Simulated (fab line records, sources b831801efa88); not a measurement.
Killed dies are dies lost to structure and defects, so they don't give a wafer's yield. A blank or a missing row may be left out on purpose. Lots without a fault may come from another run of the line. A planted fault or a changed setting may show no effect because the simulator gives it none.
One fault seen from 2 desks | flow sky130 | each desk has only its own numbers; what lay behind them comes last

THE METROLOGY DESK
What the gauges read, lot by lot, whatever tool the lot ran on: means of the sampled wafers that have a number. A lot is out of limits, marked OUT, if its mean lies more than 4 standard deviations from the usual mean; the brackets give that distance.
Columns: A = CAPM_TIN_RS at SKY_CAPM_RS_MEAS_03, usual 6.96 ohm/sq; B = VIA3_HDPCVD_THK at SKY_VIA3_THK_MEAS_01, usual 1634 nm
lot  | first seen here | A    | B
L999 | day 36 11:37    | 6.96 | 1609
L101 | day 36 22:59    | 6.85 | 1606
L104 | day 38 07:05    | 7.05 | 1629
L105 | day 38 10:28    | 7.00 | 1860 (+9.4) OUT
L107 | day 39 06:34    | 7.11 | 1815 (+7.5) OUT
L115 | day 41 09:15    | 6.87 | 1661
L116 | day 41 15:13    | 6.89 | 1621
L117 | day 42 00:56    | 6.97 | 1644
L118 | day 42 05:02    | 6.91 | 1638
L120 | day 42 17:36    | 6.93 | 1640
L121 | day 42 21:49    | 7.01 | 1643
This desk's finding: out of limits on L105, L107; first on L105, day 40 15:49 (VIA3_HDPCVD_THK at SKY_VIA3_THK_MEAS_01). In limits: L999, L101, L104, L115, L116, L117, L118, L120, L121.

THE TOOL OWNER'S DESK: hdpcvd-01
The tool's own readings at SKY_VIA3_HDPCVD_00 (deposits SiO2, target thk 1635 nm, time 272.5 s): means of the sampled wafers that have a number, for each lot that ran on this tool. A lot is out of limits, marked OUT, if its mean lies more than 4 standard deviations from the usual mean; the brackets give that distance.
Columns: A = run_length_s at SKY_VIA3_HDPCVD_00, usual 300.7 s
lot  | first seen here | A
L104 | day 40 10:43    | 301.1
L105 | day 40 15:37    | 339.8 (+83) OUT
L107 | day 41 08:49    | 327.2 (+56) OUT
L116 | day 43 14:49    | 301.0
L120 | day 44 17:11    | 301.3
L121 | day 44 20:01    | 301.2
This desk's finding: out of limits on L105, L107; first on L105, day 40 15:37 (run_length_s at SKY_VIA3_HDPCVD_00). In limits: L104, L116, L120, L121.

PUT TOGETHER
The tool owner's desk could have raised an alarm at day 40 15:37, on L105, L107.
The metrology desk could have raised an alarm at day 40 15:49, on L105, L107.
Of the lots named, all ran SKY_VIA3_HDPCVD_00 on hdpcvd-01.

WHAT THE SIMULATOR HAD PUT IN
Process parameter drift: hdpcvd-01, from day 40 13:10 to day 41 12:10, at SKY_VIA3_HDPCVD_00. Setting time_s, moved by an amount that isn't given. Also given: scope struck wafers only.
Lots struck among those shown: L105, L107.
Hours from the fault's start to each desk's first reading out of limits: the tool owner's desk, 2; the metrology desk, 3.
